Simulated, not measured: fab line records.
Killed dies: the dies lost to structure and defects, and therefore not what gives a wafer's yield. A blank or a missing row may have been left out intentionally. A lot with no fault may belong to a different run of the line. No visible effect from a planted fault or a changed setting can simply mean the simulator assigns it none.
The tool behind it: which one?	flow gf180mcu	Sampling: 15 lots, 45 wafers, 2 of 602 route steps

== WHAT THE GAUGES READ, wafer by wafer ==
GF_STI_THK_MEAS_02. Usual: for STI_OXIDATION_THK the level is 10.00 nm and the standard deviation is 0.16.
lot	measured	on	STI_OXIDATION_THK (nm)	flag
L251	day 1 12:37	film-metro-02	10.20 10.13 10.06	
L252	day 1 16:31	film-metro-01	10.03 9.91 9.89	
L253	day 1 21:31	film-metro-01	10.23 10.01 10.06	
L254	day 2 02:31	film-metro-02	9.97 9.99 9.89	
L255	day 2 08:05	film-metro-01	9.99 10.22 10.00	
L256	day 2 12:31	film-metro-04	10.21 10.06 10.05	
L257	day 2 17:31	film-metro-01	9.92 10.01 9.93	
L258	day 2 22:31	film-metro-01	10.11 10.24 10.10	
L259	day 3 03:31	film-metro-04	9.84 9.67 9.80	
L260	day 3 09:04	film-metro-01	9.93 9.72 9.86	
L267	day 4 19:31	film-metro-01	10.22 9.97 10.13	
L268	day 5 00:31	film-metro-04	10.41 10.39 10.34	
L269	day 5 07:16	film-metro-01	10.00 10.20 9.90	
L272	day 5 21:11	film-metro-01	10.00 10.02 9.99	
L273	day 6 01:31	film-metro-01	9.71 9.93 9.91	

GF_STI_THK_MEAS_24. Usual: for STI_CVD_23_THK the level is 653 nm and the standard deviation is 7.3.
lot	measured	on	STI_CVD_23_THK (nm)	flag
L251	day 2 04:20	film-metro-02	660 654 654	
L252	day 2 08:40	film-metro-01	658 660 656	
L253	day 2 14:26	film-metro-02	656 649 655	
L254	day 2 19:24	film-metro-02	657 658 662	
L255	day 3 00:35	film-metro-01	664 657 649	
L256	day 3 06:13	film-metro-02	661 659 649	
L257	day 3 11:44	film-metro-01	661 662 654	
L258	day 3 15:50	film-metro-04	634 651 652	
L259	day 3 21:01	film-metro-04	652 644 651	
L260	day 4 02:09	film-metro-01	649 650 662	
L267	day 5 13:14	film-metro-04	652 648 643	
L268	day 5 19:56	film-metro-04	664 664 654	
L269	day 6 01:49	film-metro-01	645 642 648	
L272	day 6 16:11	film-metro-01	653 653 650	
L273	day 6 20:09	film-metro-04	641 649 652	

== WHAT TOOL EACH LOT RAN ON (gives the tool, then ch and the chambers of the sampled wafers, and finally the start) ==
No process step before these readings appears in the record.

== WHAT THE TOOLS THEMSELVES READ (means of the sampled wafers that have a number; where no wafer has one, the mark that the record gives instead) ==
The record holds no such reading with a usual standard deviation.

== THE ANSWER, worked out from the rows above alone ==
Rule: a lot is off if the mean of its wafers that have a number lies more than 3 standard deviations from the usual mean. Also off: a lot with no number at a reading for which 4 or more lots have one. All remaining lots with rows at the step are treated as sound. The gauges are gone through in route order, then the tools' own readings, and for those a lot's mean is taken as printed above. At the first step where some lot is off, the reading lying furthest off is the one used; lots without a number count as furthest.
None of the lots is off at any reading shown; this tells nothing.

== WHAT WAS PUT IN BY THE SIMULATOR ==
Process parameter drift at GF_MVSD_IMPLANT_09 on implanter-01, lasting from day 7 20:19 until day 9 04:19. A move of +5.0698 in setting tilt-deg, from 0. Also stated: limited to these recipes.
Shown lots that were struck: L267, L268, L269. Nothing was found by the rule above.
